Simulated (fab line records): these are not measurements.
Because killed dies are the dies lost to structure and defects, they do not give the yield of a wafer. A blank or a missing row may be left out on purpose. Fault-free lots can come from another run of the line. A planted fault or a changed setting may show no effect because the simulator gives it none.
Which tool was responsible? | flow sfq_line | 14 lots, 40 wafers sampled, at 2 steps of a route of 325

## WHAT THE GAUGES READ, wafer by wafer
SFQ_M7_RS_MEAS_943: uses a four-point probe to measure.
lot  | measured     | on            | M7_NB_RS (ohm/sq)
L828 | day 69 04:24 | film_metro-03 | 0.892 0.880 0.892
L829 | day 69 07:20 | film_metro-04 | 0.899 0.912 0.908
L831 | day 69 21:31 | film_metro-01 | 0.883 0.884 0.879
L832 | day 69 22:59 | film_metro-04 | 0.862 0.875 0.869
L834 | day 74 00:59 | film_metro-03 | 0.882 0.886 0.902
L835 | day 74 05:47 | film_metro-03 | 0.876 0.890 0.888
L837 | day 76 05:43 | film_metro-03 | 0.890 0.883 0.894
L838 | day 76 12:56 | film_metro-03 | 0.881 0.866 0.879
L839 | day 76 15:56 | film_metro-01 | 0.927 0.919 0.909
L840 | day 76 19:47 | film_metro-03 | 0.885 0.909 0.895
L842 | day 77 00:37 | film_metro-03 | 0.886 0.888 0.886
L843 | day 77 03:34 | film_metro-03 | 0.875 0.823
L846 | day 77 11:22 | film_metro-03 | 0.904 0.814
L850 | day 77 20:59 | film_metro-04 | 0.898 0.910 0.888

## EACH LOT AND THE TOOL THAT RAN IT (in order: tool; ch and the chambers of the sampled wafers; start)
lot  | SFQ_TRILAYER_M7_DEP_SPUTTER_175
L828 | pvd_sputter-05, day 69 04:19
L829 | pvd_sputter-06, day 69 07:13
L831 | pvd_sputter-04, day 69 21:25
L832 | pvd_sputter-05, day 69 22:54
L834 | pvd_sputter-05, day 74 00:53
L835 | pvd_sputter-06, day 74 05:41
L837 | pvd_sputter-05, day 76 05:38
L838 | pvd_sputter-04, day 76 12:50
L839 | pvd_sputter-05, day 76 15:50
L840 | pvd_sputter-04, day 76 19:41
L842 | pvd_sputter-06, day 77 00:29
L843 | pvd_sputter-04, day 77 03:29
L846 | pvd_sputter-04, day 77 11:17
L850 | pvd_sputter-05, day 77 20:53
- SFQ_TRILAYER_M7_DEP_SPUTTER_175: material Nb, target thk 200 nm, time 133.3 s.

## AS READ BY THE TOOLS THEMSELVES (means over the sampled wafers that have a number; for cases with no such wafer, the mark the record gives instead)
SFQ_TRILAYER_M7_DEP_SPUTTER_175.
lot  | tool           | throttle_valve_pct (%)
L828 | pvd_sputter-05 | 28.9
L829 | pvd_sputter-06 | 29.1
L831 | pvd_sputter-04 | 28.4
L832 | pvd_sputter-05 | 29.1
L834 | pvd_sputter-05 | 29.5
L835 | pvd_sputter-06 | 28.5
L837 | pvd_sputter-05 | 29.3
L838 | pvd_sputter-04 | 29.5
L839 | pvd_sputter-05 | 29.3
L840 | pvd_sputter-04 | 30.2
L842 | pvd_sputter-06 | 29.9
L843 | pvd_sputter-04 | 28.8
L846 | pvd_sputter-04 | 28.9
L850 | pvd_sputter-05 | 29.1

## THE ANSWER, worked out from the rows above alone
Rule: the usual values come from the lots themselves. The widest of any qualifying gaps counts: lots, ordered by their means at a reading, are off when they make up no more than a third of the lots, leave a main group of 4 or more, and stand apart from it by 3 or more times the standard deviation of that group's means. A main group whose means are all the same, to the digits that the tables above print for the reading, isn't used. A lot without any number at a reading at which 4 lots or more have one is off too. Where the step has rows for the other lots, those lots are counted as sound. After the gauges, taken in route order, come the tools' own readings; for these a lot's mean is taken, as printed above. At the first step where some lot is off, the reading lying furthest off is the one used; lots without a number count as furthest.
Nothing can be told from this: no lot is off at any reading shown.

## WHAT WAS PUT IN BY THE SIMULATOR
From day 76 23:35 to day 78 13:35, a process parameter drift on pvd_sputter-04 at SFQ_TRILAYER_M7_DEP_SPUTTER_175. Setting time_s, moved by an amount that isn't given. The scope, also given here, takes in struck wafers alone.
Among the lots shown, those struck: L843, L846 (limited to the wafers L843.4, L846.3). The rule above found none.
